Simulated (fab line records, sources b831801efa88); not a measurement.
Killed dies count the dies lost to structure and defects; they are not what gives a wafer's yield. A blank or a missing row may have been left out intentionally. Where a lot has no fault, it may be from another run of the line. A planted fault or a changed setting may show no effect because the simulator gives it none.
fab line records | flow sky130
[record] lots = 5 wafers = 15 last_day = 49
route steps=708 shown DNWELL@37 PWDE@45 NWELL@56
lots untouched by any fault: they come from a run of this same line in which no faults occurred
start_h: start of the lot's first displayed wafer, in hours after the record's first day | wait_h: hours from the lot's prior step to this one | " unchanged from the row above | L1.1+2: several wafers, shown together as one row | - no value present, or no start provided | * or withheld: withheld | < > ~ a bound
route shown NAME@n: NAME is a module with steps in the file, n the number in the route of the first one | usual: mean and standard deviation over wafers with no fault | same: alike in all rows | chamber/n: place in a boat | sites: readings site by site | _std_site: standard deviation across them | _edge_site: outer sites' mean less inner sites' | radius_mm: how far each site lies from the wafer's centre | mask NAME#n: copy n | behind: the last tool/chamber to shape the wafer | hold: what put the lot on hold/how long, in hours/how the hold closed | device: names the non-switching transistor (n, p or np) | end of line: the route-end tests of the same wafers | step lacking rows: just its recipe | killed: count of dies lost to structure and defects at first sort (not the wafer's yield) | map: the dies of a wafer, with x for killed, . for not killed, _ for no die there
set.NAME: the setting as run; set.NAME@STEP: as run at that earlier step | model.NAME: the simulator's own value behind a step, which no gauge read
certain route steps with their lots: each step a table, each wafer a row
services: the hour from which a tool's chamber was out of use, counted from the record's first day as start_h (under 0 if before that day), plus the number of hours and why
[[steps]]
[step SKY_DNWELL_COAT_02]
[recipe] spin_rpm = 2000 resist_thk_nm = 3000
[step SKY_DNWELL_SOFTBAKE_03]
[recipe] temp_c = 110 time_s = withheld
[step SKY_DNWELL_EXPOSE_04]
[recipe] mask_id = DNM na = 0.57 target_cd_nm = 3000 dose_mj = 222
[step SKY_DNWELL_PEB_05]
[recipe] temp_c = 115 time_s = withheld
[step SKY_DNWELL_DEVELOP_06]
[recipe] wall_angle_deg = 90 developer = TMAH develop_time_s = 60 dev_temp_c = 23
[step SKY_DNWELL_IMPLANT_07]
[recipe] species = P energy_kev = withheld dose_cm2 = withheld tilt_deg = withheld
[step SKY_DNWELL_STRIP_08]
[recipe] chemistry = O2/N2 power_w = 1400 pressure_mtorr = 1500 platen_temp_c = withheld o2_flow_sccm = 3000 n2_flow_sccm = 300 overash_fraction = 0.5
[usual] drypump_motor_current_A = 5.9/0.44 oes_product_au = 0.722/0.0046 strip_time_to_endpoint_s = 37.00/0.12
// columns lot.wafer tool chamber start_h wait_h drypump_motor_current_A oes_product_au rf_hours_counter_h strip_time_to_endpoint_s
L660.2 plasma_asher-02 1 53.62 0.1 6.0 0.721 39 37.16
L660.3 " 0 " " 6.0 0.716 - 37.01
L660.6 " 1 " " 6.0 0.717 - 37.17
L669.2 plasma_asher-02 1 101.79 0.1 5.9 0.727 44 37.05
L669.4 " 0 " " 6.0 0.726 - 37.03
L669.6 " 1 " " 6.0 0.720 - 37.04
L671.1 plasma_asher-02 1 110.34 0.1 6.0 0.732 45 37.12
L671.3 " 1 " " 6.0 0.717 - 36.92
L671.6 " 1 " " 6.0 0.725 - 37.01
L672.1 plasma_asher-03 1 118.08 0.1 5.9 0.720 44 37.08
L672.4 " 1 " " 5.9 0.721 - 37.06
L672.5 " 0 " " 6.5 0.727 - 37.15
L677.3 plasma_asher-04 1 144.02 0.1 5.1 0.732 - 36.93
L677.4 " 0 " " 5.2 0.721 - 36.97
L677.6 " 1 " " 5.1 0.727 - 37.08
[step SKY_DNWELL_TW_MEAS_09]
[usual] DNWELL_TW = 1123/13
// columns lot.wafer tool chamber start_h wait_h DNWELL_TW
L660.2 film_metro-01 - 53.73 0.1 1112
L660.3 " - " " 1106
L660.6 " - " " 1109
L669.2 film_metro-03 - 101.90 0.1 1124
L669.4 " - " " 1123
L669.6 " - " " 1125
L671.1 film_metro-01 - 110.44 0.1 1138
L671.3 " - " " 1125
L671.6 " - " " 1124
L672.1 film_metro-02 - 118.18 0.1 1105
L672.4 " - " " 1106
L672.5 " - " " 1107
L677.3 film_metro-01 - 144.11 0.1 1140
L677.4 " - " " 1141
L677.6 " - " " 1141
[step SKY_PWDE_DEHYDRATE_00]
[recipe] temp_c = 200 time_s = 60
[step SKY_PWDE_HMDS_01]
[recipe] prime_time_s = 60 prime_temp_c = 120
[step SKY_PWDE_COAT_02]
[recipe] spin_rpm = 2000 resist_thk_nm = 3000
[step SKY_PWDE_SOFTBAKE_03]
[recipe] temp_c = 110 time_s = withheld
[step SKY_PWDE_EXPOSE_04]
[recipe] mask_id = PWDEM na = 0.6 source_shape = conventional sigma_outer = 0.6 polarization = unpolarized target_cd_nm = 840 dose_mj = 214
[usual] focus_offset_nm = 0.0/0.46
// columns lot.wafer tool chamber start_h wait_h mask focus_offset_nm
L660.2 iline_stepper-01 0 62.03 - PWDEM#0 0.6
L660.3 " 0 " " PWDEM#0 -0.3
L660.6 " 0 " " PWDEM#0 0.1
L669.2 iline_stepper-02 0 111.20 - PWDEM#0 -0.3
L669.4 " 0 " " PWDEM#0 0.2
L669.6 " 0 " " PWDEM#0 0.3
L671.1 iline_stepper-02 0 118.86 - DNM#0 -0.5
L671.3 " 0 " " DNM#0 1.0
L671.6 " 0 " " DNM#0 1.2
L672.1 iline_stepper-02 0 127.69 - PWDEM#0 0.0
L672.4 " 0 " " PWDEM#0 0.5
L672.5 " 0 " " PWDEM#0 -0.2
L677.3 iline_stepper-02 0 154.52 - PWDEM#0 0.0
L677.4 " 0 " " PWDEM#0 -0.5
L677.6 " 0 " " PWDEM#0 0.1
[step SKY_PWDE_PEB_05]
[recipe] temp_c = 115 time_s = withheld
[step SKY_PWDE_DEVELOP_06]
[recipe] wall_angle_deg = 90 developer = TMAH develop_time_s = 60 dev_temp_c = 23
[step SKY_PWDE_OVL_MEAS_07]
[usual] PWDE_OVL = 1.0/1.3
// columns lot.wafer tool chamber start_h wait_h PWDE_OVL[nm]
L660.2 overlay-02 - 69.91 - 0.9
L660.3 " - " " -1.1
L660.6 " - " " 0.3
L669.2 overlay-01 - 119.35 - 2.3
L669.4 " - " " 2.4
L669.6 " - " " 3.1
L671.1 overlay-01 - 127.79 - -
L671.3 " - " " -
L671.6 " - " " -
L672.1 overlay-01 - 136.70 - -0.2
L672.4 " - " " -0.9
L672.5 " - " " 1.2
L677.3 overlay-01 - 164.12 - 3.6
L677.4 " - " " 2.0
L677.6 " - " " 4.4
[step SKY_PWDE_IMPLANT_08]
[recipe] species = B energy_kev = 150 dose_cm2 = 3.6e+12 tilt_deg = withheld
[step SKY_PWDE_STRIP_09]
[recipe] chemistry = O2/N2 power_w = 1400 pressure_mtorr = 1500 platen_temp_c = withheld o2_flow_sccm = 3000 n2_flow_sccm = 300 overash_fraction = 0.5
[usual] drypump_motor_current_A = 5.5/0.37 oes_product_au = 0.723/0.0042 strip_time_to_endpoint_s = 37.01/0.095
// columns lot.wafer tool chamber start_h wait_h drypump_motor_current_A oes_product_au rf_hours_counter_h strip_time_to_endpoint_s
L660.2 plasma_asher-04 1 70.09 0.1 5.1 0.731 25 37.00
L660.3 " 0 " " 5.2 0.725 - 37.04
L660.6 " 1 " " 5.1 0.720 - 36.97
L669.2 plasma_asher-01 1 119.53 0.1 5.4 0.722 0 37.01
L669.4 " 0 " " 5.2 0.718 - 36.96
L669.6 " 0 " " 5.2 0.725 - 36.91
L671.1 plasma_asher-04 0 127.97 0.1 5.2 0.721 31 36.96
L671.3 " 0 " " 5.2 0.717 - 37.01
L671.6 " 0 " " 5.2 0.723 - 37.03
L672.1 plasma_asher-01 1 136.89 0.1 5.4 0.723 2 37.16
L672.4 " 1 " " 5.4 0.729 - 37.12
L672.5 " 0 " " 5.2 0.730 - 37.10
L677.3 plasma_asher-01 1 164.32 0.1 5.3 0.723 - 36.98
L677.4 " 0 " " 5.3 0.721 - 36.91
L677.6 " 0 " " 5.2 0.721 - 37.01
[step SKY_PWDE_TW_MEAS_10]
[usual] PWDE_TW = 377/3.9
// columns lot.wafer tool chamber start_h wait_h PWDE_TW
L660.2 film_metro-03 - 70.20 0.1 383
L660.3 " - " " 381
L660.6 " - " " 381
L669.2 film_metro-02 - 119.64 0.1 371
L669.4 " - " " 372
L669.6 " - " " 373
L671.1 film_metro-03 - 128.07 0.1 31
L671.3 " - " " 30
L671.6 " - " " 30
L672.1 film_metro-02 - 136.99 0.1 371
L672.4 " - " " 370
L672.5 " - " " 372
L677.3 film_metro-01 - 164.41 0.1 380
L677.4 " - " " 380
L677.6 " - " " 382
[step SKY_NWELL_DEHYDRATE_03]
[recipe] temp_c = 200 time_s = 60
[[services]]
// columns tool chamber start_h hours kind
plasma_asher-02 - 38.86 1.1 repair
iline_stepper-02 - 93.36 1.7 pm
iline_stepper-02 - 99.49 8.9 repair
plasma_asher-01 - 108.75 9.0 pm
plasma_asher-01 0 108.75 9.0 vent_cycle
plasma_asher-01 1 108.75 9.0 vent_cycle
plasma_asher-01 0 117.75 - clean
plasma_asher-01 1 117.75 - clean
plasma_asher-04 - 142.21 0.7 repair
[[key]]
[first_sign] step = SKY_PWDE_EXPOSE_04 reading = mask direction = changed
[effect] step = SKY_PWDE_OVL_MEAS_07 reading = PWDE_OVL direction = missing
[effect] step = SKY_PWDE_TW_MEAS_10 reading = PWDE_TW direction = down sigmas = 89 usual = 377 struck = 30
met_at SKY_PWDE_EXPOSE_04
struck_wafers L671.1,L671.3,L671.6
sort_left_out L671.1,L671.3,L671.6
tester_left_out L671
onset_between 111.20 118.86
[fault] kind = wrong_mask tool = any chamber = - onset_h = 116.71 steps = SKY_PWDE_EXPOSE_04 aux_copy = DNM#0 scope = struck_lots_only
// tester_left_out: of these lots the tester's yield and bins aren't shown, on N5 and GAA mostly nor the transistor test; their killed dies are dies lost to structure and defects alone, not to doping, threshold or leakage, so they don't give the yield
// sort_left_out: the simulated sort isn't trusted on such a fault, so these wafers' sort isn't shown, and their yield isn't known
